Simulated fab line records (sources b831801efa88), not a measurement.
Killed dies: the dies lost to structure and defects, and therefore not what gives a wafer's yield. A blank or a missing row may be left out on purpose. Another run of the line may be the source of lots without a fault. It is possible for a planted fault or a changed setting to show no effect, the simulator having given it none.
Comparing a struck lot with a sound one    flow sky130    27 steps out of a route of 708
Sound: the wafers L586.1, L586.3, L586.4. Struck: wafers L577.1, L577.4, L577.5. The cause is given at the end.
Each step with rows lists, per side, the tool, then ch with its chambers, then its first start. Under that, the readings that differ: sound wafers    struck wafers    difference of the means    sigmas: that difference in standard deviations of wafers without a fault.
alike: readings with means less than 2 such deviations apart, plus words and numbers identical on both sides. not compared: withheld readings, readings lacking a value on some wafer, bounds such as >300 that could conceal the same value, and numbers that have no deviation in the record and whose values overlap.
A row with sigmas, a row that says differs or no value, or rows on one side alone: a step with any of these is where the two part. Numbers that don't overlap but have no deviation are shown without sigmas and don't part them. Lack of a reading on every wafer of one side parts them only where that side has two or more wafers.

first, 3 steps without rows for these wafers: SKY_LDD_N_EXPOSE_04 (exposes mask NTM, target cd 840 nm); SKY_LDD_N_PEB_05; SKY_LDD_N_DEVELOP_06 (develop time 60 s).
SKY_LDD_N_OVL_MEAS_07:
  sound: overlay-01 at day 22 23:32; struck: overlay-01 at day 19 05:04
  alike: LDD_N_OVL
then, 8 steps without rows for these wafers: SKY_LDD_N_IMPLANT_08; SKY_LDD_N_IMPLANT_09; SKY_LDD_N_IMPLANT_10; SKY_LDD_N_IMPLANT_11; SKY_LDD_N_IMPLANT_12; SKY_LDD_N_IMPLANT_13; SKY_LDD_N_IMPLANT_14; SKY_LDD_N_IMPLANT_15.
SKY_LDD_N_STRIP_16: strips in O2/N2.
  sound on plasma asher-01 ch 0,1, day 23 00:46; struck on plasma asher-03 ch 0,1, day 19 06:17
reading                                     sound                 struck                difference                     sigmas
chamber pressure mTorr (mTorr)              1498.6 1499.4 1499.9  1508.3 1457.4 1516.6  -5.2                           -4
oes product au (a.u.)                       0.404 0.400 0.410     0.593 0.667 0.640     +0.229                         +50
strip time to endpoint s (s)                4.315 4.299 4.309     - - -                 no value on the struck wafers  
model.NOVOLAK_of_LDD_N_COAT_02.thk nm (nm)  0 0 0                 242.8 242.8 242.8     +242.8                         
  alike: drypump motor current A
  not compared: rf hours counter h
SKY_LDD_N_TW_MEAS_17:
  sound: film metro-04 at day 23 00:52; struck: film metro-04 at day 19 06:23
  alike: LDD_N_TW
then, 7 steps without rows for these wafers: SKY_LDD_P_DEHYDRATE_00 (time 60 s); SKY_LDD_P_HMDS_01 (prime time 60 s); SKY_LDD_P_COAT_02 (resist thk 1140 nm); SKY_LDD_P_SOFTBAKE_03 (time 60 s); SKY_LDD_P_EXPOSE_04 (exposes mask PSDM, target cd 380 nm); SKY_LDD_P_PEB_05; SKY_LDD_P_DEVELOP_06 (develop time 60 s).
SKY_LDD_P_CD_MEAS_07: target cd 380 nm.
  sound: cd sem-02 at day 24 06:16; struck: cd sem-02 at day 20 11:01
  alike: cd nm
SKY_LDD_P_OVL_MEAS_08:
  sound: overlay-02 at day 24 06:23; struck: overlay-01 at day 20 11:08
  alike: LDD_P_OVL
following that, these wafers have no rows for 1 step: SKY_LDD_P_IMPLANT_09.
SKY_LDD_P_STRIP_10: strips in O2/N2.
  sound on plasma asher-01 ch 0,1, day 24 06:34; struck on plasma asher-03 ch 0,1, day 20 11:19
reading                       sound              struck             difference  sigmas
strip time to endpoint s (s)  14.21 14.18 14.19  17.83 17.80 17.79  +3.61       +82
  alike: chamber pressure mTorr, drypump motor current A, oes product au
  not compared: rf hours counter h
SKY_LDD_P_TW_MEAS_11:
  sound: film metro-02 at day 24 06:40; struck: film metro-02 at day 20 11:25
reading   sound        struck    difference  sigmas
LDD_P_TW  640 643 644  30 30 30  -612        -84
then, 1 step without rows for these wafers: SKY_LDD_HVN_DEHYDRATE_00 (time 60 s).

## WHERE THEY PART
Last at SKY_LDD_P_TW_MEAS_11 as far as this record goes, first at SKY_LDD_N_STRIP_16.

WHY: what had been put in by the simulator
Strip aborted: plasma asher-03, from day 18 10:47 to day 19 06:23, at SKY_LDD_N_STRIP_16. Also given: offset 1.
